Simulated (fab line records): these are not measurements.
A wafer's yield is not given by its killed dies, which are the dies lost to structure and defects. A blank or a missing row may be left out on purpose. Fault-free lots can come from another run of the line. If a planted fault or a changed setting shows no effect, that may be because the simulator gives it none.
Split-lot trial    flow sky130    23 wafers read from 5 lots, route of 708 steps

## ON THE SPLIT
At SKY_FIELD_ISO_CVD_03 (deposits Si3N4 from DCS/NH3, target thk 165 nm, time 2830 s), the setting temp_c was moved away from the recipe's 770 C on 10 of the 23 wafers read, by +0.8% to +2.1%. For the rest of the wafers, this setting stayed at what the recipe calls for.

There is no step in the file separating the split from the reading.

## THE READING
FIELD_ISO_CVD_03_THK, in nm, at SKY_FIELD_ISO_THK_MEAS_04. Typical for fault-free wafers on this fab line: 164.0 nm, with standard deviation 1.3 nm.

wafer   tool, chamber at the split  temp_c as run, C  against the recipe  FIELD_ISO_CVD_03_THK, nm  against lot-mates on the recipe
L077.2  -, -                        785.9             +2.1%               219.9                     no lot-mate on the recipe
L077.3  -, -                        785.9             +2.1%               221.7                     no lot-mate on the recipe
L077.4  -, -                        785.9             +2.1%               220.4                     no lot-mate on the recipe
L077.5  -, -                        785.9             +2.1%               223.1                     no lot-mate on the recipe
L077.6  -, -                        785.9             +2.1%               221.0                     no lot-mate on the recipe
L078.1  -, -                        770               recipe              162.6                     -
L078.2  -, -                        770               recipe              163.1                     -
L078.3  -, -                        770               recipe              162.8                     -
L078.4  -, -                        770               recipe              163.0                     -
L078.5  -, -                        770               recipe              162.9                     -
L080.1  -, -                        776.5             +0.8%               185.2                     no lot-mate on the recipe
L080.2  -, -                        776.5             +0.8%               186.7                     no lot-mate on the recipe
L080.4  -, -                        776.5             +0.8%               185.6                     no lot-mate on the recipe
L080.5  -, -                        776.5             +0.8%               185.2                     no lot-mate on the recipe
L080.6  -, -                        776.5             +0.8%               185.7                     no lot-mate on the recipe
L081.1  -, -                        770               recipe              163.8                     -
L081.2  -, -                        770               recipe              163.1                     -
L081.3  -, -                        770               recipe              163.5                     -
L081.5  -, -                        770               recipe              163.9                     -
L081.6  -, -                        770               recipe              162.8                     -
L082.1  lpcvd-02, 0                 770               recipe              164.9                     -
L082.4  lpcvd-02, 0                 770               recipe              164.9                     -
L082.5  lpcvd-02, 0                 770               recipe              165.2                     -

THE FIT
A straight line over all 23 wafers: FIELD_ISO_CVD_03_THK changes by +27.8 nm for each +1% of temp_c; r = +1.00; the points scatter about the line by 1.1 nm.
Too few moved wafers with a lot-mate on the recipe to fit a line net of each lot's own level.

## THE WHOLE CHAIN: every reading that the file lists as answering this split, in the file's order
step                       what it does                                                 reading                                                                            change (the file's fit)               r (the file's)
SKY_FIELD_ISO_CVD_03       deposits Si3N4 from DCS/NH3, target thk 165 nm, time 2830 s  Si3N4_of_FIELD_ISO_CVD_03.thk_nm (the simulator's own value, which no gauge read)  +27.8 nm for each +1% of the setting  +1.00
SKY_FIELD_ISO_THK_MEAS_04                                                               FIELD_ISO_CVD_03_THK                                                               +27.8 for each +1% of the setting     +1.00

## THE FILE'S OWN FIT
FIELD_ISO_CVD_03_THK changes by +27.8 nm for each +1% of temp_c, r = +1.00.
